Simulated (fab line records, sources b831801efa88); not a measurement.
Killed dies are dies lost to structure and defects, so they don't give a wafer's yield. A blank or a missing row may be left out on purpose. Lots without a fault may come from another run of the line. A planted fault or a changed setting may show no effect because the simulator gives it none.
One fault seen from 2 desks | flow sky130 | each desk has only its own numbers; what lay behind them comes last

THE METROLOGY DESK
What the gauges read, lot by lot, whatever tool the lot ran on: means of the sampled wafers that have a number. A lot is out of limits, marked OUT, if its mean lies more than 4 standard deviations from the usual mean; the brackets give that distance.
Columns: A = CAP2M_OVL at SKY_CAP2M_OVL_MEAS_12, usual 0.6 nm
lot  | first seen here | A
L610 | day 41 02:05    | -0.2
L611 | day 41 08:35    | -0.6
L612 | day 41 16:34    | 1.2
L614 | day 42 02:35    | 2.3
L618 | day 43 10:32    | 0.8
L623 | day 44 14:40    | 1.6
L625 | day 45 06:22    | -0.3
L626 | day 45 18:52    | 4.5
L628 | day 46 13:02    | 0.2
L629 | day 46 13:21    | -0.0
L630 | day 46 17:16    | -0.3
L631 | day 46 18:25    | -2.7
L632 | day 46 21:19    | 1.6
This desk's finding: nothing out of limits on any of the 13 lots.

THE TOOL OWNER'S DESK: wet_bench-03
The tool's own readings at SKY_FIELD_ISO_WET_ETCH_29 (etches Si3N4 in H3PO4, target depth 160 nm, time 1825 s): means of the sampled wafers that have a number, for each lot that ran on this tool. A lot is out of limits, marked OUT, if its mean lies more than 4 standard deviations from the usual mean; the brackets give that distance.
Columns: A = bath_guard_temp_C at SKY_FIELD_ISO_WET_ETCH_29, usual 160.1 C
lot  | first seen here | A
L610 | day 2 14:26     | 159.9
L611 | day 2 20:56     | 161.2
L614 | day 3 10:21     | 160.1
L618 | day 4 07:55     | 160.0
L629 | day 6 18:57     | 159.1
L630 | day 7 00:01     | 161.3
This desk's finding: nothing out of limits on any of the 6 lots.

PUT TOGETHER
The metrology desk saw nothing out of limits.
The tool owner's desk saw nothing out of limits.

WHAT THE SIMULATOR HAD PUT IN
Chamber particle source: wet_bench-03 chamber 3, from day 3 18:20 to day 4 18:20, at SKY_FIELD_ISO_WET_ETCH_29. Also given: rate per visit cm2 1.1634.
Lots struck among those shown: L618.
